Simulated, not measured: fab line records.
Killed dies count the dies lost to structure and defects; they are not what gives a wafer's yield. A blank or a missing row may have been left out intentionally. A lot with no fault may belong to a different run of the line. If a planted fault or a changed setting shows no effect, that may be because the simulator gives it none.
Matching of chambers || flow gf180mcu || GF_V2_CMP_26 on cmp-01 has 4 sister chambers
The step polishes, stops on SiO2, t overpolish 15 s, target thk 0 nm. 36 wafers are shown with their chamber, then 12 later ones without.

WAFERS, EACH WITH ITS CHAMBER
{"wafer": "L074.2", "chamber": 2, "motor-current-A (A)": 9.8, "time-to-endpoint-s (s)": 81, "slurry-filter-dp-kPa (kPa)": 13.66}
{"wafer": "L074.3", "chamber": 0, "motor-current-A (A)": 8.8, "time-to-endpoint-s (s)": 76, "slurry-filter-dp-kPa (kPa)": 13.55}
{"wafer": "L074.5", "chamber": 3, "motor-current-A (A)": 9.0, "time-to-endpoint-s (s)": 77, "slurry-filter-dp-kPa (kPa)": 13.41}
{"wafer": "L075.1", "chamber": 2, "motor-current-A (A)": 10.6, "time-to-endpoint-s (s)": 81, "slurry-filter-dp-kPa (kPa)": 13.53}
{"wafer": "L075.2", "chamber": 0, "motor-current-A (A)": 8.9, "time-to-endpoint-s (s)": 78, "slurry-filter-dp-kPa (kPa)": 13.51}
{"wafer": "L075.4", "chamber": 3, "motor-current-A (A)": 10.0, "time-to-endpoint-s (s)": 81, "slurry-filter-dp-kPa (kPa)": 13.44}
{"wafer": "L076.1", "chamber": 2, "motor-current-A (A)": 9.9, "time-to-endpoint-s (s)": 79, "slurry-filter-dp-kPa (kPa)": 13.51}
{"wafer": "L076.4", "chamber": 1, "motor-current-A (A)": 10.5, "time-to-endpoint-s (s)": 85, "slurry-filter-dp-kPa (kPa)": 13.61}
{"wafer": "L076.5", "chamber": 2, "motor-current-A (A)": 10.0, "time-to-endpoint-s (s)": 86, "slurry-filter-dp-kPa (kPa)": 13.86}
{"wafer": "L077.4", "chamber": 1, "motor-current-A (A)": 10.9, "time-to-endpoint-s (s)": 83, "slurry-filter-dp-kPa (kPa)": 13.68}
{"wafer": "L077.5", "chamber": 2, "motor-current-A (A)": 10.1, "time-to-endpoint-s (s)": 80, "slurry-filter-dp-kPa (kPa)": 13.59}
{"wafer": "L077.6", "chamber": 3, "motor-current-A (A)": 9.1, "time-to-endpoint-s (s)": 82, "slurry-filter-dp-kPa (kPa)": 13.60}
{"wafer": "L078.3", "chamber": 0, "motor-current-A (A)": 9.3, "time-to-endpoint-s (s)": 74, "slurry-filter-dp-kPa (kPa)": 13.30}
{"wafer": "L078.4", "chamber": 3, "motor-current-A (A)": 9.6, "time-to-endpoint-s (s)": 82, "slurry-filter-dp-kPa (kPa)": 13.49}
{"wafer": "L078.5", "chamber": 3, "motor-current-A (A)": 9.9, "time-to-endpoint-s (s)": 79, "slurry-filter-dp-kPa (kPa)": 13.46}
{"wafer": "L080.3", "chamber": 0, "motor-current-A (A)": 9.0, "time-to-endpoint-s (s)": 80, "slurry-filter-dp-kPa (kPa)": 13.36}
{"wafer": "L080.4", "chamber": 1, "motor-current-A (A)": 11.1, "time-to-endpoint-s (s)": 86, "slurry-filter-dp-kPa (kPa)": 13.63}
{"wafer": "L080.6", "chamber": 0, "motor-current-A (A)": 8.9, "time-to-endpoint-s (s)": 76, "slurry-filter-dp-kPa (kPa)": 13.63}
{"wafer": "L082.3", "chamber": 0, "motor-current-A (A)": 8.8, "time-to-endpoint-s (s)": 73, "slurry-filter-dp-kPa (kPa)": 13.78}
{"wafer": "L082.5", "chamber": 3, "motor-current-A (A)": 9.9, "time-to-endpoint-s (s)": 79, "slurry-filter-dp-kPa (kPa)": 13.87}
{"wafer": "L082.6", "chamber": 0, "motor-current-A (A)": 9.0, "time-to-endpoint-s (s)": 75, "slurry-filter-dp-kPa (kPa)": 13.41}
{"wafer": "L084.3", "chamber": 3, "motor-current-A (A)": 9.8, "time-to-endpoint-s (s)": 85, "slurry-filter-dp-kPa (kPa)": 13.52}
{"wafer": "L084.4", "chamber": 2, "motor-current-A (A)": 9.9, "time-to-endpoint-s (s)": 89, "slurry-filter-dp-kPa (kPa)": 13.49}
{"wafer": "L084.6", "chamber": 3, "motor-current-A (A)": 9.7, "time-to-endpoint-s (s)": 86, "slurry-filter-dp-kPa (kPa)": 13.08}
{"wafer": "L085.4", "chamber": 3, "motor-current-A (A)": 9.7, "time-to-endpoint-s (s)": 83, "slurry-filter-dp-kPa (kPa)": 13.43}
{"wafer": "L085.5", "chamber": 3, "motor-current-A (A)": 9.3, "time-to-endpoint-s (s)": 85, "slurry-filter-dp-kPa (kPa)": 13.13}
{"wafer": "L085.6", "chamber": 2, "motor-current-A (A)": 9.9, "time-to-endpoint-s (s)": 80, "slurry-filter-dp-kPa (kPa)": 13.61}
{"wafer": "L086.1", "chamber": 2, "motor-current-A (A)": 10.3, "time-to-endpoint-s (s)": 84, "slurry-filter-dp-kPa (kPa)": 13.41}
{"wafer": "L086.2", "chamber": 0, "motor-current-A (A)": 9.4, "time-to-endpoint-s (s)": 85, "slurry-filter-dp-kPa (kPa)": 13.49}
{"wafer": "L086.5", "chamber": 0, "motor-current-A (A)": 8.1, "time-to-endpoint-s (s)": 79, "slurry-filter-dp-kPa (kPa)": 13.59}
{"wafer": "L089.1", "chamber": 1, "motor-current-A (A)": 11.3, "time-to-endpoint-s (s)": 90, "slurry-filter-dp-kPa (kPa)": 13.48}
{"wafer": "L089.2", "chamber": 3, "motor-current-A (A)": 10.3, "time-to-endpoint-s (s)": 84, "slurry-filter-dp-kPa (kPa)": 13.27}
{"wafer": "L089.3", "chamber": 2, "motor-current-A (A)": 9.8, "time-to-endpoint-s (s)": 84, "slurry-filter-dp-kPa (kPa)": 13.39}
{"wafer": "L090.3", "chamber": 3, "motor-current-A (A)": 10.1, "time-to-endpoint-s (s)": 80, "slurry-filter-dp-kPa (kPa)": 13.51}
{"wafer": "L090.5", "chamber": 1, "motor-current-A (A)": 10.8, "time-to-endpoint-s (s)": 87, "slurry-filter-dp-kPa (kPa)": 13.60}
{"wafer": "L090.6", "chamber": 0, "motor-current-A (A)": 9.0, "time-to-endpoint-s (s)": 79, "slurry-filter-dp-kPa (kPa)": 13.57}

SIGNATURES (averages over the wafers above)
{"reading": "motor-current-A", "chamber 0": 8.920, "chamber 1": 10.920, "chamber 2": 10.033, "chamber 3": 9.700, "scatter within a chamber": 0.342}
{"reading": "time-to-endpoint-s", "chamber 0": 77.50, "chamber 1": 86.20, "chamber 2": 82.67, "chamber 3": 81.92, "scatter within a chamber": 3.12}
{"reading": "slurry-filter-dp-kPa", "chamber 0": 13.5190, "chamber 1": 13.6000, "chamber 2": 13.5611, "chamber 3": 13.4342, "scatter within a chamber": 0.162}
Rule: distance of a wafer from a chamber = root of the sum over the readings of ((wafer's reading minus chamber's mean) / reading's scatter) squared. If the next closest chamber is less than 2 further off than the closest, the wafer can't be placed; otherwise it belongs to the closest. The scatter is the square root of a quotient: the sum, over the shown wafers, of each reading's squared deviation from its chamber's mean, divided by wafers minus chambers.

WAFERS WHOSE CHAMBER IS MISSING
{"wafer": "L092.1", "motor-current-A (A)": 9.1, "time-to-endpoint-s (s)": 80, "slurry-filter-dp-kPa (kPa)": 13.60}
{"wafer": "L092.2", "motor-current-A (A)": 10.4, "time-to-endpoint-s (s)": 86, "slurry-filter-dp-kPa (kPa)": 13.70}
{"wafer": "L092.4", "motor-current-A (A)": 10.0, "time-to-endpoint-s (s)": 82, "slurry-filter-dp-kPa (kPa)": 13.66}
{"wafer": "L093.3", "motor-current-A (A)": 10.9, "time-to-endpoint-s (s)": 86, "slurry-filter-dp-kPa (kPa)": 13.41}
{"wafer": "L093.4", "motor-current-A (A)": 10.1, "time-to-endpoint-s (s)": 80, "slurry-filter-dp-kPa (kPa)": 13.46}
{"wafer": "L093.6", "motor-current-A (A)": 9.2, "time-to-endpoint-s (s)": 79, "slurry-filter-dp-kPa (kPa)": 13.38}
{"wafer": "L094.3", "motor-current-A (A)": 10.0, "time-to-endpoint-s (s)": 87, "slurry-filter-dp-kPa (kPa)": 13.39}
{"wafer": "L094.4", "motor-current-A (A)": 11.4, "time-to-endpoint-s (s)": 89, "slurry-filter-dp-kPa (kPa)": 13.38}
{"wafer": "L094.5", "motor-current-A (A)": 9.5, "time-to-endpoint-s (s)": 87, "slurry-filter-dp-kPa (kPa)": 13.67}
{"wafer": "L096.1", "motor-current-A (A)": 10.5, "time-to-endpoint-s (s)": 84, "slurry-filter-dp-kPa (kPa)": 13.55}
{"wafer": "L096.2", "motor-current-A (A)": 11.2, "time-to-endpoint-s (s)": 85, "slurry-filter-dp-kPa (kPa)": 13.45}
{"wafer": "L096.5", "motor-current-A (A)": 10.1, "time-to-endpoint-s (s)": 82, "slurry-filter-dp-kPa (kPa)": 13.39}

THE CHAMBER EACH PASSED THROUGH
{"wafer": "L092.1", "from the rows above": "can't be placed: 0 or 3 or 2", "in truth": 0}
{"wafer": "L092.2", "from the rows above": "can't be placed: 1 or 2 or 3", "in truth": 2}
{"wafer": "L092.4", "from the rows above": "can't be placed: 2 or 3", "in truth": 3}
{"wafer": "L093.3", "from the rows above": "can't be placed: 1 or 2", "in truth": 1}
{"wafer": "L093.4", "from the rows above": "can't be placed: 2 or 3", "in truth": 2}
{"wafer": "L093.6", "from the rows above": "can't be placed: 0 or 3 or 2", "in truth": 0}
{"wafer": "L094.3", "from the rows above": "can't be placed: 2 or 3 or 1", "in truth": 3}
{"wafer": "L094.4", "from the rows above": 1, "in truth": 1}
{"wafer": "L094.5", "from the rows above": "can't be placed: 2 or 3 or 0 or 1", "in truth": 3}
{"wafer": "L096.1", "from the rows above": "can't be placed: 2 or 1 or 3", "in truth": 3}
{"wafer": "L096.2", "from the rows above": 1, "in truth": 1}
{"wafer": "L096.5", "from the rows above": "can't be placed: 2 or 3 or 1", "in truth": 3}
Placed correctly: 2 of 12. Cannot be placed on the basis of these rows: 10; the candidates contain the true chamber in 10. Wrongly placed: 0.
